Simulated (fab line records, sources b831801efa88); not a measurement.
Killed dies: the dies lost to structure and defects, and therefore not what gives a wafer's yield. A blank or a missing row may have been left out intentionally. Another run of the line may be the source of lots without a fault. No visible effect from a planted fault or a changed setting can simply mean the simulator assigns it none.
A struck lot beside a sound one || flow sky130 || 44 steps out of a route of 708
Sound: wafers L842.4, L842.5, L842.6. Wafers struck: L831.1, L831.5, L831.6. Last of all comes the cause.
For every step that has rows: the tool of each side, followed by ch and its chambers, followed by its first start. Under that, the readings that differ: sound wafers || struck wafers || difference of the means || sigmas: that difference in standard deviations of wafers without a fault.
alike: readings whose means differ by less than 2 such deviations, and words and numbers that are the same on both sides. not compared: withheld readings, readings that some wafer has no value for, bounds like >300 that may hide the same value, and numbers for which the record gives no deviation and whose values overlap.
The two part at a step that has a row with sigmas, a row that says differs or no value, or rows on one side only. Numbers that have no deviation but don't overlap get no sigmas and don't part them. Lack of a reading on every wafer of one side parts them only where that side has two or more wafers.

first, 5 steps without rows for these wafers: SKY_FIELD_ISO_WET_ETCH_18 (etches Si3N4 in H3PO4, target depth 25 nm, time 286 s); SKY_FIELD_ISO_CLEAN_19 (cleans in SC1/SC2, time 150 s); SKY_FIELD_ISO_CLEAN_20 (cleans in dHF, time 20 s); SKY_FIELD_ISO_WET_ETCH_21 (etches SiO2 in dHF, target depth 20 nm, time 400 s); SKY_FIELD_ISO_OXIDATION_22 (stabilise 600 s, purge 300 s, target thk 10 nm).
SKY_FIELD_ISO_THK_MEAS_23:
  struck on film_metro-03, day 3 13:55; sound on film_metro-02, day 6 00:54
  alike: FIELD_ISO_OXIDATION_01_THK
then, 1 step without rows for these wafers: SKY_FIELD_ISO_CVD_24 (deposits SiO2, target thk 595 nm, time 99.2 s).
SKY_FIELD_ISO_THK_MEAS_25:
  struck on film_metro-03, day 3 14:04; sound on film_metro-03, day 6 01:02
  alike: FIELD_ISO_CVD_24_THK
then, 1 step without rows for these wafers: SKY_FIELD_ISO_ANNEAL_26 (time 1800 s).
SKY_FIELD_ISO_CMP_27: polishes, stops on Si3N4, t overpolish 16 s, target thk 457.8 nm.
  sound on cmp-01 ch 0,3, day 6 03:08; struck on cmp-01 ch 0,2,3, day 3 17:32
  alike: edge_zone_pressure_frac, motor_current_A, overpolish_run_s, retaining_ring_pressure_frac, time_to_endpoint_s
then, 2 steps without rows for these wafers: SKY_FIELD_ISO_WET_ETCH_28 (etches SiO2 in dHF, target depth 23.7 nm, time 47 s); SKY_FIELD_ISO_WET_ETCH_29 (etches Si3N4 in H3PO4, target depth 160 nm, time 1825 s).
SKY_FIELD_ISO_WET_ETCH_30: etches SiO2 in dHF, target depth 25 nm, time 50 s.
  sound on wet_bench-03 ch 2, day 6 04:01; struck on wet_bench-02 ch 1, day 3 18:15
{"reading": "bath_heat_duty_pct (%)", "sound": "7.2 8.0 7.0", "struck": "0 0 0", "difference": -7, "sigmas": -9}
{"reading": "temp_c (C)", "sound": "25.10 24.98 24.97", "struck": "15.08 15.05 15.17", "difference": -9.92, "sigmas": "-99 or more"}
{"reading": "model.SiO2_of_FIELD_ISO_CVD_24.thk_nm (nm)", "sound": "405.8 406.1 406", "struck": "412.1 412.4 412.9", "difference": "+6.5", "sigmas": ""}
then, 2 steps without rows for these wafers: SKY_NWELL_CLEAN_00 (cleans in SC1/SC2, time 150 s); SKY_NWELL_OXIDATION_01 (stabilise 600 s, purge 300 s, target thk 10 nm).
SKY_NWELL_THK_MEAS_02:
  struck on film_metro-01, day 3 19:43; sound on film_metro-02, day 6 06:46
  alike: NWELL_OXIDATION_THK
then, 8 steps without rows for these wafers: SKY_DNWELL_DEHYDRATE_00 (time 60 s); SKY_DNWELL_HMDS_01 (prime time 60 s); SKY_DNWELL_COAT_02 (resist thk 3000 nm); SKY_DNWELL_SOFTBAKE_03; SKY_DNWELL_EXPOSE_04 (exposes mask DNM, target cd 3000 nm); SKY_DNWELL_PEB_05; SKY_DNWELL_DEVELOP_06 (develop time 60 s); SKY_DNWELL_IMPLANT_07.
SKY_DNWELL_STRIP_08: strips in O2/N2.
  sound on plasma_asher-01 ch 0,1, day 7 01:40; struck on plasma_asher-04 ch 0,1, day 4 12:38
  alike: drypump_motor_current_A, oes_product_au, strip_time_to_endpoint_s
  not compared: rf_hours_counter_h
SKY_DNWELL_TW_MEAS_09:
  struck on film_metro-04, day 4 12:44; sound on film_metro-02, day 7 01:46
  alike: DNWELL_TW
then, 7 steps without rows for these wafers: SKY_PWDE_DEHYDRATE_00 (time 60 s); SKY_PWDE_HMDS_01 (prime time 60 s); SKY_PWDE_COAT_02 (resist thk 3000 nm); SKY_PWDE_SOFTBAKE_03; SKY_PWDE_EXPOSE_04 (exposes mask PWDEM, target cd 840 nm); SKY_PWDE_PEB_05; SKY_PWDE_DEVELOP_06 (develop time 60 s).
SKY_PWDE_OVL_MEAS_07:
  struck on overlay-01, day 5 05:05; sound on overlay-02, day 7 21:18
  alike: PWDE_OVL
following that, these wafers have no rows for 1 step: SKY_PWDE_IMPLANT_08.
SKY_PWDE_STRIP_09: strips in O2/N2.
  sound on plasma_asher-02 ch 0,1, day 7 21:30; struck on plasma_asher-03 ch 0,1, day 5 05:16
  alike: drypump_motor_current_A, oes_product_au, strip_time_to_endpoint_s
  not compared: rf_hours_counter_h
SKY_PWDE_TW_MEAS_10:
  struck on film_metro-04, day 5 05:22; sound on film_metro-01, day 7 21:36
  alike: PWDE_TW
then, 5 steps without rows for these wafers: SKY_NWELL_DEHYDRATE_03 (time 60 s); SKY_NWELL_HMDS_04 (prime time 60 s); SKY_NWELL_COAT_05 (resist thk 3000 nm); SKY_NWELL_SOFTBAKE_06; SKY_NWELL_EXPOSE_07 (exposes mask NWM, target cd 840 nm).
-- the record jumps here: 25 days lie between the struck wafers' starts before and after (it left off in module NWELL and takes up again in module SALICIDE, whose first step shown is number 361 of the route) --
SKY_SALICIDE_CLEAN_00: cleans in HF-last, time 30 s.
  sound on wet_bench-02 ch 0, day 33 15:22; struck on wet_bench-04 ch 0, day 29 19:35
{"reading": "model.SiO2_of_FIELD_ISO_CVD_24.thk_nm (nm)", "sound": "359.2 359.5 359.2", "struck": "365.7 365.9 366.5", "difference": "+6.7", "sigmas": ""}
-- the record jumps here: 17 days lie between the struck wafers' starts before and after (it left off in module SALICIDE and takes up again in module PAD_OPEN, whose first step shown is number 708 of the route) --
SKY_PAD_OPEN_PROBE_99:
  struck on prober-02, day 47 03:11; sound on prober-01, day 49 16:40
{"reading": "model.etest.sram_nfet_pass.off_log10_a_um", "sound": "-12.32 -12.75 -12.5", "struck": "-13.14 -13.02 -13.05", "difference": -0.55, "sigmas": ""}
{"reading": "model.etest.sram_nfet_pass.vt_v (V)", "sound": "0.6415 0.6807 0.6586", "struck": "0.7027 0.6977 0.6959", "difference": "+0.0385", "sigmas": ""}
  alike: killed_at_M0_to_M3, killed_at_M4_up, killed_at_contacts, killed_at_front_end, killed_at_other, killed_dies, killed_open, killed_short

WHERE THEY PART
SKY_FIELD_ISO_WET_ETCH_30 only, going by this record. Later steps at which nothing parts them and some readings are alike: SKY_NWELL_THK_MEAS_02, SKY_DNWELL_STRIP_08, SKY_DNWELL_TW_MEAS_09, SKY_PWDE_OVL_MEAS_07, SKY_PWDE_STRIP_09, SKY_PWDE_TW_MEAS_10, SKY_PAD_OPEN_PROBE_99.

WHY: what had been put in by the simulator
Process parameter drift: wet_bench-02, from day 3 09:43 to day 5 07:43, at SKY_FIELD_ISO_WET_ETCH_30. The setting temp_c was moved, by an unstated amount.
